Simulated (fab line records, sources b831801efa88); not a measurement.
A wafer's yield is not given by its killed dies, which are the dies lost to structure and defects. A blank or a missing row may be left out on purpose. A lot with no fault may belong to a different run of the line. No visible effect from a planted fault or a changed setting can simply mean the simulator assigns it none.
fab line records	flow gf180mcu
record lots=13	wafers=39	last-day=34
route steps=602 shown NSD@246 PSD@258 SAB@273 SALICIDE@281 CONTACT@288
lots with no fault: from the same line, run without faults
start-h: hours from the record's opening day to when the first of the lot's shown wafers began	wait-h: hours since the lot's step before	" identical to the entry in the row above	L1.1+2: a single row standing in for several wafers	- no value, or no start was given	* or withheld: withheld	< > ~ a bound
route shown NAME@n: names a module that has steps shown in the file, with the first one's number in the route	usual: mean/standard deviation taken from wafers without a fault	same: alike in all rows	chamber/n: place in a boat	sites: the reading at each site	_std_site: standard deviation across them	_edge_site: the outer-site mean with the inner-site mean subtracted	radius-mm: for every site, how far away it sits from the centre of the wafer	mask NAME#n: copy n	behind: the most recent tool/chamber to have shaped the wafer	hold: what put the lot on hold/how long, in hours/how the hold closed	device: whichever transistor did not switch (one of n, p or np)	end of line: tests of these same wafers at the route's end	step lacking rows: just its recipe	killed: dies that structure and defects cost at the first sort, which is not the same as the wafer's yield	map: shows each die of a wafer: x if killed, . if not, _ if none is there
set.NAME: the setting the step ran with; set.NAME@STEP: the setting that earlier step ran with	model.NAME: the simulator's own value behind a step, which no gauge read
steps of the route over a sample of lots; a table a step, a row a wafer
services: the hour from which a tool's chamber was out of use, counted from the record's first day as start-h (under 0 if before that day), plus the number of hours and why
## steps
# step GF_NSD_STRIP_11
# recipe chemistry=O2/N2	power-w=1400	pressure-mtorr=1500	platen-temp-c=250	o2-flow-sccm=3000	n2-flow-sccm=300	overash-fraction=0.5
# usual chamber-pressure-mTorr=1500.1/1.5	drypump-motor-current-A=6.0/0.51	heater-power-w=343/27	oes-product-au=0.487/0.0044	strip-time-to-endpoint-s=22.96/0.037
lot.wafer	tool	chamber	start-h	wait-h	chamber-pressure-mTorr	drypump-motor-current-A	heater-power-w	oes-product-au	rf-hours-counter-h	strip-time-to-endpoint-s
L713.3	plasma-asher-04	1	303.72	0.1	1499.0	6.4	355	0.492	-	22.96
L713.4	"	0	"	"	1501.2	5.5	358	0.481	-	22.96
L713.6	"	0	"	"	1499.1	5.5	353	0.486	-	22.91
L716.2	plasma-asher-04	0	337.80	0.1	1501.2	5.5	345	0.482	69	22.89
L716.3	"	1	"	"	1502.7	6.4	368	0.488	-	22.90
L716.6	"	1	"	"	1500.1	6.4	360	0.492	-	22.90
L717.1	plasma-asher-01	0	341.45	0.1	1499.6	6.8	351	0.487	23	22.93
L717.4	"	0	"	"	1499.3	6.8	356	0.487	-	22.97
L717.6	"	1	"	"	1497.6	5.7	293	0.489	-	22.92
L718.1	plasma-asher-04	0	345.87	0.1	1497.4	5.5	347	0.476	70	22.92
L718.3	"	0	"	"	1501.0	5.5	354	0.489	-	22.91
L718.5	"	0	"	"	1501.6	5.5	354	0.491	-	22.90
L719.1	plasma-asher-04	1	359.02	0.1	1500.6	6.4	365	0.483	72	22.99
L719.2	"	0	"	"	1503.1	5.4	343	0.485	72	22.96
L719.3	"	0	"	"	1497.1	5.5	348	0.491	-	22.97
L720.1	plasma-asher-02	0	368.84	0.1	1499.9	5.4	369	0.487	72	22.96
L720.4	"	0	"	"	1501.5	5.4	378	0.486	-	22.96
L720.6	"	1	"	"	1503.1	5.8	332	0.488	-	22.94
L722.1	plasma-asher-04	1	380.57	0.1	1501.0	6.4	373	0.490	74	22.95
L722.3	"	1	"	"	1498.7	6.4	361	0.488	-	22.95
L722.6	"	0	"	"	1499.3	5.5	349	0.487	-	22.97
L725.1	plasma-asher-04	1	405.71	0.1	1500.1	6.4	364	0.488	76	22.93
L725.4	"	0	"	"	1502.6	5.5	352	0.491	-	23.00
L725.6	"	1	"	"	1499.8	6.3	367	0.493	-	22.98
L726.3	plasma-asher-02	1	414.72	0.1	1499.3	5.8	333	0.484	-	22.97
L726.4	"	0	"	"	1500.0	5.4	373	0.486	-	22.96
L726.5	"	1	"	"	1498.9	5.8	326	0.493	-	22.97
L728.1	plasma-asher-02	1	431.60	0.1	1501.2	5.9	331	0.298	0	-
L728.2	"	0	"	"	1502.2	5.4	366	0.309	0	-
L728.4	"	0	"	"	1500.6	5.4	361	0.301	-	-
L733.2	plasma-asher-01	0	473.48	0.1	1501.7	6.9	357	0.481	37	22.93
L733.5	"	1	"	"	1499.1	5.7	289	0.486	-	22.97
L733.6	"	0	"	"	1497.8	6.9	356	0.486	-	22.98
L734.1	plasma-asher-04	0	477.33	0.1	1500.5	5.5	341	0.483	84	22.98
L734.3	"	1	"	"	1502.5	6.3	364	0.483	-	23.01
L734.5	"	1	"	"	1496.8	6.3	370	0.489	-	23.03
L735.1	plasma-asher-01	0	491.25	0.1	1499.7	6.9	352	0.492	39	23.04
L735.2	"	1	"	"	1502.6	5.7	293	0.487	39	23.01
L735.5	"	1	"	"	1497.4	5.6	290	0.490	-	23.03
# step GF_PSD_STRIP_10
# recipe chemistry=O2/N2	power-w=1400	pressure-mtorr=1500	platen-temp-c=250	o2-flow-sccm=3000	n2-flow-sccm=300	overash-fraction=0.5
# usual chamber-pressure-mTorr=1500.0/1.3	drypump-motor-current-A=5.8/0.33	heater-power-w=338/27	oes-product-au=0.592/0.0044	strip-time-to-endpoint-s=16.53/0.042
lot.wafer	tool	chamber	start-h	wait-h	chamber-pressure-mTorr	drypump-motor-current-A	heater-power-w	oes-product-au	rf-hours-counter-h	strip-time-to-endpoint-s
L713.3	plasma-asher-02	1	324.75	0.1	1501.3	5.9	318	0.593	-	16.54
L713.4	"	0	"	"	1499.0	5.4	378	0.598	-	16.55
L713.6	"	1	"	"	1499.8	5.8	325	0.593	-	16.57
L716.2	plasma-asher-03	1	359.92	0.1	1501.2	5.9	289	0.584	58	16.49
L716.3	"	0	"	"	1499.4	6.0	321	0.589	-	16.55
L716.6	"	1	"	"	1499.6	5.9	296	0.594	-	16.48
L717.1	plasma-asher-02	1	362.97	0.1	1499.3	5.8	321	0.588	71	16.58
L717.4	"	0	"	"	1500.3	5.5	364	0.594	-	16.58
L717.6	"	0	"	"	1499.5	5.4	377	0.590	-	16.60
L718.1	plasma-asher-04	1	367.80	0.1	1500.1	6.4	365	0.589	72	16.55
L718.3	"	1	"	"	1499.4	6.4	354	0.591	-	16.54
L718.5	"	0	"	"	1496.9	5.5	350	0.585	-	16.58
L719.1	plasma-asher-03	1	381.90	0.1	1499.1	5.9	298	0.597	60	16.51
L719.2	"	0	"	"	1500.3	6.0	323	0.588	60	16.51
L719.3	"	0	"	"	1500.6	6.0	322	0.593	-	16.50
L720.1	plasma-asher-02	0	391.90	0.1	1501.1	5.4	366	0.602	75	16.48
L720.4	"	1	"	"	1500.6	5.8	323	0.588	-	16.48
L720.6	"	0	"	"	1500.9	5.4	360	0.588	-	16.45
L722.1	plasma-asher-03	1	403.71	0.1	1498.3	5.9	285	0.596	62	16.53
L722.3	"	0	"	"	1499.4	6.0	310	0.594	-	16.51
L722.6	"	1	"	"	1501.5	5.8	288	0.597	-	16.50
L725.1	plasma-asher-04	0	429.92	0.1	1500.9	5.5	351	0.590	79	16.55
L725.4	"	1	"	"	1500.6	6.4	357	0.590	-	16.55
L725.6	"	0	"	"	1501.9	5.5	347	0.590	-	16.53
L726.3	plasma-asher-03	0	439.45	0.1	1498.4	6.0	315	0.598	-	16.51
L726.4	"	1	"	"	1502.6	5.9	297	0.591	-	16.48
L726.5	"	0	"	"	1500.8	6.0	320	0.596	-	16.47
L728.1	plasma-asher-04	1	455.67	0.1	1499.7	6.3	358	0.654	82	27.25
L728.2	"	0	"	"	1500.6	5.5	355	0.651	82	27.25
L728.4	"	1	"	"	1498.6	6.3	363	0.654	-	27.21
L733.2	plasma-asher-02	1	497.80	0.1	1499.7	5.8	333	0.594	7	16.57
L733.5	"	1	"	"	1501.3	5.8	335	0.598	-	16.55
L733.6	"	0	"	"	1500.3	5.4	372	0.592	-	16.54
L734.1	plasma-asher-04	1	501.60	0.1	1497.2	6.4	352	0.590	86	16.58
L734.3	"	1	"	"	1499.4	6.4	362	0.590	-	16.56
L734.5	"	1	"	"	1498.9	6.4	360	0.593	-	16.62
L735.1	plasma-asher-02	1	515.07	0.1	1503.2	5.8	321	0.595	9	16.52
L735.2	"	0	"	"	1501.1	5.4	365	0.590	9	16.52
L735.5	"	1	"	"	1500.5	5.8	332	0.597	-	16.53
# step GF_PSD_TW_MEAS_11
# usual PSD_TW=3202/18
lot.wafer	tool	chamber	start-h	wait-h	PSD_TW
L713.3	film-metro-04	-	324.84	0.1	3197
L713.4	"	-	"	"	3195
L713.6	"	-	"	"	3192
L716.2	film-metro-03	-	360.03	0.1	3231
L716.3	"	-	"	"	3208
L716.6	"	-	"	"	3229
L717.1	film-metro-01	-	363.07	0.1	3188
L717.4	"	-	"	"	3181
L717.6	"	-	"	"	3178
L718.1	film-metro-03	-	367.90	0.1	3205
L718.3	"	-	"	"	3224
L718.5	"	-	"	"	3233
L719.1	film-metro-04	-	382.00	0.1	3205
L719.2	"	-	"	"	3198
L719.3	"	-	"	"	3172
L720.1	film-metro-03	-	392.00	0.1	3233
L720.4	"	-	"	"	3221
L720.6	"	-	"	"	3226
L722.1	film-metro-03	-	403.81	0.1	3235
L722.3	"	-	"	"	3221
L722.6	"	-	"	"	3218
L725.1	film-metro-03	-	430.02	0.1	3218
L725.4	"	-	"	"	3231
L725.6	"	-	"	"	3219
L726.3	film-metro-01	-	439.54	0.1	3208
L726.4	"	-	"	"	3194
L726.5	"	-	"	"	3182
L728.1	film-metro-03	-	455.77	0.1	30
L728.2	"	-	"	"	30
L728.4	"	-	"	"	30
L733.2	film-metro-01	-	497.91	0.1	3190
L733.5	"	-	"	"	3185
L733.6	"	-	"	"	3182
L734.1	film-metro-01	-	501.70	0.1	3181
L734.3	"	-	"	"	3181
L734.5	"	-	"	"	3189
L735.1	film-metro-04	-	515.17	0.1	3190
L735.2	"	-	"	"	3189
L735.5	"	-	"	"	3192
# step GF_SAB_CD_MEAS_09
# recipe target-cd-nm=420
# usual cd-nm=420.0/2.2
lot.wafer	tool	chamber	start-h	wait-h	cd-nm
L713.3	cd-sem-01	-	346.51	0.1	418.4
L713.4	"	-	"	"	418.8
L713.6	"	-	"	"	417.8
L716.2	cd-sem-01	-	383.33	0.1	419.5
L716.3	"	-	"	"	420.2
L716.6	"	-	"	"	420.4
L717.1	cd-sem-01	-	385.61	0.1	424.5
L717.4	"	-	"	"	420.0
L717.6	"	-	"	"	423.2
L718.1	cd-sem-01	-	390.92	0.1	416.9
L718.3	"	-	"	"	419.3
L718.5	"	-	"	"	420.3
L719.1	cd-sem-01	-	404.96	0.1	419.9
L719.2	"	-	"	"	421.5
L719.3	"	-	"	"	419.4
L720.1	cd-sem-02	-	415.26	0.1	419.9
L720.4	"	-	"	"	420.3
L720.6	"	-	"	"	421.3
L722.1	cd-sem-02	-	427.53	0.1	421.2
L722.3	"	-	"	"	420.4
L722.6	"	-	"	"	420.0
L725.1	cd-sem-02	-	454.36	0.1	419.1
L725.4	"	-	"	"	417.8
L725.6	"	-	"	"	419.5
L726.3	cd-sem-02	-	464.55	0.1	419.8
L726.4	"	-	"	"	421.2
L726.5	"	-	"	"	420.2
L728.1	cd-sem-02	-	480.51	0.1	419.8
L728.2	"	-	"	"	420.1
L728.4	"	-	"	"	420.0
L733.2	cd-sem-02	-	521.68	0.1	417.8
L733.5	"	-	"	"	415.5
L733.6	"	-	"	"	415.3
L734.1	cd-sem-01	-	525.31	0.1	422.1
L734.3	"	-	"	"	421.2
L734.5	"	-	"	"	421.3
L735.1	cd-sem-01	-	538.11	0.1	419.7
L735.2	"	-	"	"	422.5
L735.5	"	-	"	"	422.0
# step GF_SALICIDE_SPUTTER_03
# recipe material=TiN	target-thk-nm=20	power-w=6500	time-s=16.7	chamber-pressure-pa=0.4
# usual throttle-valve-pct=30.2/0.85
lot.wafer	tool	chamber	start-h	wait-h	throttle-valve-pct
L713.3	pvd-sputter-02	-	346.99	0.0	29.9
L713.4	"	-	"	"	30.2
L713.6	"	-	"	"	30.6
L716.2	pvd-sputter-01	-	383.83	0.0	29.6
L716.3	"	-	"	"	29.6
L716.6	"	-	"	"	29.8
L717.1	pvd-sputter-01	-	386.13	0.0	29.2
L717.4	"	-	"	"	31.4
L717.6	"	-	"	"	29.8
L718.1	pvd-sputter-02	-	391.50	0.0	30.0
L718.3	"	-	"	"	32.0
L718.5	"	-	"	"	29.7
L719.1	pvd-sputter-01	-	405.50	0.0	29.3
L719.2	"	-	"	"	29.8
L719.3	"	-	"	"	29.5
L720.1	pvd-sputter-01	-	415.78	0.0	29.7
L720.4	"	-	"	"	29.8
L720.6	"	-	"	"	29.6
L722.1	pvd-sputter-01	-	428.05	0.0	31.4
L722.3	"	-	"	"	29.6
L722.6	"	-	"	"	31.3
L725.1	pvd-sputter-03	-	454.88	0.0	30.3
L725.4	"	-	"	"	30.5
L725.6	"	-	"	"	30.6
L726.3	pvd-sputter-02	-	465.20	0.0	30.1
L726.4	"	-	"	"	30.0
L726.5	"	-	"	"	30.9
L728.1	pvd-sputter-03	-	481.05	0.0	30.2
L728.2	"	-	"	"	29.9
L728.4	"	-	"	"	31.8
L733.2	pvd-sputter-03	-	522.20	0.0	31.8
L733.5	"	-	"	"	30.1
L733.6	"	-	"	"	30.2
L734.1	pvd-sputter-03	-	525.88	0.0	30.5
L734.3	"	-	"	"	30.1
L734.5	"	-	"	"	30.0
L735.1	pvd-sputter-02	-	538.63	0.0	32.0
L735.2	"	-	"	"	30.8
L735.5	"	-	"	"	29.9
# step GF_CONTACT_THK_MEAS_01
# recipe reads=SiO2_of_CONTACT_CVD_00
# usual CONTACT_CVD_00_THK=303/3.8
lot.wafer	tool	chamber	start-h	wait-h	CONTACT_CVD_00_THK[nm]
L713.3	film-metro-01	-	347.55	0.0	308
L713.4	"	-	"	"	306
L713.6	"	-	"	"	301
L716.2	film-metro-02	-	384.38	0.0	305
L716.3	"	-	"	"	297
L716.6	"	-	"	"	305
L717.1	film-metro-01	-	386.67	0.0	305
L717.4	"	-	"	"	307
L717.6	"	-	"	"	297
L718.1	film-metro-02	-	392.13	0.0	304
L718.3	"	-	"	"	306
L718.5	"	-	"	"	306
L719.1	film-metro-02	-	406.04	0.0	307
L719.2	"	-	"	"	300
L719.3	"	-	"	"	304
L720.1	film-metro-03	-	416.34	0.0	301
L720.4	"	-	"	"	299
L720.6	"	-	"	"	295
L722.1	film-metro-03	-	428.69	0.0	302
L722.3	"	-	"	"	304
L722.6	"	-	"	"	304
L725.1	film-metro-03	-	455.43	0.0	300
L725.4	"	-	"	"	300
L725.6	"	-	"	"	292
L726.3	film-metro-02	-	465.76	0.0	297
L726.4	"	-	"	"	297
L726.5	"	-	"	"	303
L728.1	film-metro-02	-	481.59	0.0	300
L728.2	"	-	"	"	305
L728.4	"	-	"	"	297
L733.2	film-metro-01	-	522.76	0.0	302
L733.5	"	-	"	"	304
L733.6	"	-	"	"	300
L734.1	film-metro-02	-	526.51	0.0	306
L734.3	"	-	"	"	302
L734.5	"	-	"	"	299
L735.1	film-metro-03	-	539.18	0.0	310
L735.2	"	-	"	"	300
L735.5	"	-	"	"	304
## services
tool	chamber	start-h	hours	kind
plasma-asher-03	-	345.01	2.8	pm
pvd-sputter-02	2	394.66	-	consumable-replace:kit
pvd-sputter-02	2	394.66	18.0	scheduled-down
pvd-sputter-02	2	394.66	18.0	vent-cycle
pvd-sputter-03	0	417.33	-	consumable-replace:kit
pvd-sputter-03	0	417.33	18.0	scheduled-down
pvd-sputter-03	0	417.33	18.0	vent-cycle
plasma-asher-02	-	421.25	9.0	pm
plasma-asher-02	0	421.25	9.0	vent-cycle
plasma-asher-02	1	421.25	9.0	vent-cycle
plasma-asher-01	-	428.40	1.1	repair
plasma-asher-02	0	430.25	-	clean
plasma-asher-02	1	430.25	-	clean
plasma-asher-01	-	477.79	1.2	repair
pvd-sputter-03	-	485.76	4.1	repair
## key
first-sign step=GF_NSD_STRIP_11	reading=oes-product-au	direction=down	sigmas=42	usual=0.487	struck=0.303
effect step=GF_PSD_STRIP_10	reading=strip-time-to-endpoint-s	direction=up	sigmas=99+	usual=*	struck=*
effect step=GF_PSD_TW_MEAS_11	reading=PSD_TW	direction=down	sigmas=99+	usual=3202	struck=30
met-at GF_NSD_STRIP_11
struck-lots L728
sort-left-out L728.1,L728.2,L728.4
tester-left-out L728
not-acting-at GF_SAB_CD_MEAS_09,GF_SALICIDE_SPUTTER_03,GF_CONTACT_THK_MEAS_01
onset-between 414.72 431.60
fault kind=strip-aborted	tool=plasma-asher-02	chamber=-	onset-h=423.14	steps=GF_NSD_STRIP_11	offset=0.70543	end-h=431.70
# tester-left-out: of these lots the tester's yield and bins aren't shown, on N5 and GAA mostly nor the transistor test; their killed dies are dies lost to structure and defects alone, not to doping, threshold or leakage, so they don't give the yield
# sort-left-out: the simulated sort isn't trusted on such a fault, so these wafers' sort isn't shown, and their yield isn't known
